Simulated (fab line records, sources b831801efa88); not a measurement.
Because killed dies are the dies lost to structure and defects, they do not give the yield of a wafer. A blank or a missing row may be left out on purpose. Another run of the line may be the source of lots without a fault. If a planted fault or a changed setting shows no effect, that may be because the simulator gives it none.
Comparing a struck lot with a sound one ; flow sky130 ; 16 out of 708 route steps
Sound: wafers L848.1, L848.3, L848.6. Struck: wafer L862.6 (left out: L862.3, a lot-mate that was not struck); the cause follows at the end.
Order at every step that has rows: each side's tool, ch and its chambers, its first start. Under that, the readings that differ: sound wafers ; struck wafers ; difference of the means ; sigmas: that difference in standard deviations of wafers without a fault.
alike: same words and numbers on both sides, and readings whose means sit less than 2 such deviations apart. not compared: any withheld reading, any reading some wafer has no value for, any bound like >300 that may hide the same value, and any number with overlapping values for which the record gives no deviation.
Wherever a step has rows on one side only, a row that says differs or no value, or a row with sigmas, the two part there. When numbers do not overlap yet have no deviation, they are printed without sigmas and do not part them. A reading missing from all wafers of one side parts the sides only when that side holds two or more wafers.

SKY_CAP2M_THK_MEAS_01:
  sound on filmMetro-03, day 41 12:32; struck on filmMetro-04, day 45 01:41
  alike: CAP2M_CVD_00_THK
SKY_CAP2M_SPUTTER_02: material TiN, target thk 200 nm, time 166.7 s.
  sound on pvdSputter-02, day 41 12:35; struck on pvdSputter-02, day 45 01:44
  alike: chamberPressurePa, throttleValvePct
SKY_CAP2M_RS_MEAS_03: a four-point-probe measurement.
  sound on filmMetro-04, day 41 12:42; struck on filmMetro-03, day 45 01:53
  alike: CAP2M_TIN_RS
SKY_CAP2M_THK_MEAS_04: measures by xrf.
  sound on filmMetro-04, day 41 12:49; struck on filmMetro-03, day 45 01:59
  alike: CAP2M_TIN_THK
then, 7 steps without rows for these wafers: SKY_CAP2M_DEHYDRATE_05 (time 60 s); SKY_CAP2M_HMDS_06 (prime time 60 s); SKY_CAP2M_COAT_07 (resist thk 1140 nm); SKY_CAP2M_SOFTBAKE_08 (time 60 s); SKY_CAP2M_EXPOSE_09 (exposes mask CAP2M, target cd 1000 nm); SKY_CAP2M_PEB_10; SKY_CAP2M_DEVELOP_11 (develop time 60 s).
SKY_CAP2M_OVL_MEAS_12:
  sound on overlay-02, day 42 11:28; struck on overlay-02, day 45 22:38
  alike: CAP2M_OVL
SKY_CAP2M_METAL_ETCH_13: etches TiN in Cl2/BCl3, stops on SiO2, target depth 220 nm, time 62.9 s.
  sound on rieMetal-04 ch 0,1, day 42 11:30; struck on rieMetal-03 ch 1, day 45 22:41
reading;sound;struck;difference;sigmas
oesProductAu (a.u.);0.936 0.949 0.953;0.747;-0.199;-27
throttleValvePct (%);21.902 21.900 21.894;22.037;+0.138;+14
model.CAP2M.featureDepthNm (nm);199.8 201.9 200.7;132.9;-67.9;
model.etch.depthNm (nm);199.8 201.9 200.7;132.9;-67.9;
model.NOVOLAK_of_CAP2M_COAT_07.thkNm (nm);994.6 996 992.4;1052;+58;
  alike: chamberPressureMTorr, drypumpMotorCurrentA
  not compared: rfHoursCounterH
SKY_CAP2M_STRIP_14: strips in O2/N2.
  sound on plasmaAsher-01 ch 0, day 42 11:35; struck on plasmaAsher-02 ch 1, day 45 22:46
reading;sound;struck;difference;sigmas
drypumpMotorCurrentA (A);6.6 6.6 6.6;5.4;-1.2;-2
n2FlowSccm (sccm);298.3 299.5 300.3;301.7;+2.3;+3
stripTimeToEndpointS (s);12.67 12.70 12.64;13.26;+0.59;+16
  alike: chamberPressureMTorr, oesProductAu
  not compared: rfHoursCounterH
then, 1 step without rows for these wafers: SKY_CAP2M_STRIP_15 (strips in post etch residue remover, time 1200 s).
-- the record jumps here: 4 days lie between the struck wafers' starts before and after (it left off in module CAP2M and takes up again in module PAD_OPEN, whose first step shown is number 708 of the route) --
SKY_PAD_OPEN_PROBE_99:
  sound on prober-01, day 47 06:47; struck on prober-01, day 50 04:50
reading;sound;struck;difference;sigmas
hold;- - -;awaitDispo/3.6h/release;no value on the sound wafers;
defectLimitedYield (%);80.5 81.3 82.5;0;-81;-41
killed_at_M0_to_M3;58 43 42;29;-19;-3
killedAtOther;1 0 1;419;+418;+99 or more
killedDies;96 92 86;492;+401;+40
killedOnRim;17 17 18;96;+79;+20
sort_bin_3_pad_short (%);1.4 0.6 1.0;86.2;+85.2;+99 or more
sort_bin_5_function (%);11.0 10.4 11.2;7.1;-3.8;-3
sortNPass;396 400 406;0;-401;-40
sortYieldPct (%);80.5 81.3 82.5;0;-81;-41
  alike: killed_at_M4_up, killedAtContacts, killedAtFrontEnd, killedOpen, killedShort, sort_bin_6_memory

== WHERE THEY PART ==
First at SKY_CAP2M_METAL_ETCH_13; last, within this record, at SKY_PAD_OPEN_PROBE_99.

WHY: the cause the simulator had injected
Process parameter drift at SKY_CAP2M_METAL_ETCH_13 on rieMetal-03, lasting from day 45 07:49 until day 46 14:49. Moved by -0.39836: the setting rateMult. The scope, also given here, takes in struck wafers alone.
